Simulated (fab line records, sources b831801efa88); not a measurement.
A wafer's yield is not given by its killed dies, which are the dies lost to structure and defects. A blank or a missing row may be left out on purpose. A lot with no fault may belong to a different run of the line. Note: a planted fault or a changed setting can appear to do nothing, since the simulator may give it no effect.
The tool behind it: which one? :: flow gf180mcu :: at 1 step of a route of 602, 12 lots with 36 wafers sampled

## WHAT EACH GAUGE READ, for each wafer
GF_V2_CD_MEAS_14 targets a cd of 260 nm.
lot: L075
measured: day 20 18:18
on: cd_sem-02
cd_nm (nm): 259.6 260.3 259.1

lot: L077
measured: day 21 16:25
on: cd_sem-01
cd_nm (nm): 260.3 263.2 262.9

lot: L079
measured: day 22 09:07
on: cd_sem-01
cd_nm (nm): 260.9 260.6 260.3

lot: L081
measured: day 22 22:59
on: cd_sem-01
cd_nm (nm): 259.8 260.2 260.2

lot: L083
measured: day 23 12:04
on: cd_sem-01
cd_nm (nm): 259.5 259.8 261.3

lot: L085
measured: day 24 16:07
on: cd_sem-01
cd_nm (nm): 261.8 261.8 261.7

lot: L087
measured: day 24 23:58
on: cd_sem-02
cd_nm (nm): 260.8 260.0 259.5

lot: L089
measured: day 25 11:28
on: cd_sem-01
cd_nm (nm): 259.9 260.2 260.0

lot: L091
measured: day 26 04:32
on: cd_sem-01
cd_nm (nm): 260.9 261.5 259.8

lot: L093
measured: day 26 18:52
on: cd_sem-01
cd_nm (nm): 260.0 260.8 260.3

lot: L095
measured: day 27 15:20
on: cd_sem-01
cd_nm (nm): 260.6 259.4 259.7

lot: L097
measured: day 27 22:25
on: cd_sem-01
cd_nm (nm): 261.4 260.9 261.0

## TOOL THAT RAN EACH LOT (tool first, then ch and the chambers of the sampled wafers, then the start)
The record shows no process step preceding these readings.

## THE ANSWER, worked out from the rows above alone
Rule: the lots themselves supply what counts as usual. The widest of any qualifying gaps counts: lots, ordered by their means at a reading, are off when they make up no more than a third of the lots, leave a main group of 4 or more, and stand apart from it by 3 or more times the standard deviation of that group's means. A main group whose means are all the same, to the digits that the tables above print for the reading, isn't used. A lot without any number at a reading at which 4 lots or more have one is off too. The other lots that the step has rows for count as sound.
No lot is off at any reading shown: from this, nothing can be told.

## WHAT HAD BEEN PUT IN BY THE SIMULATOR
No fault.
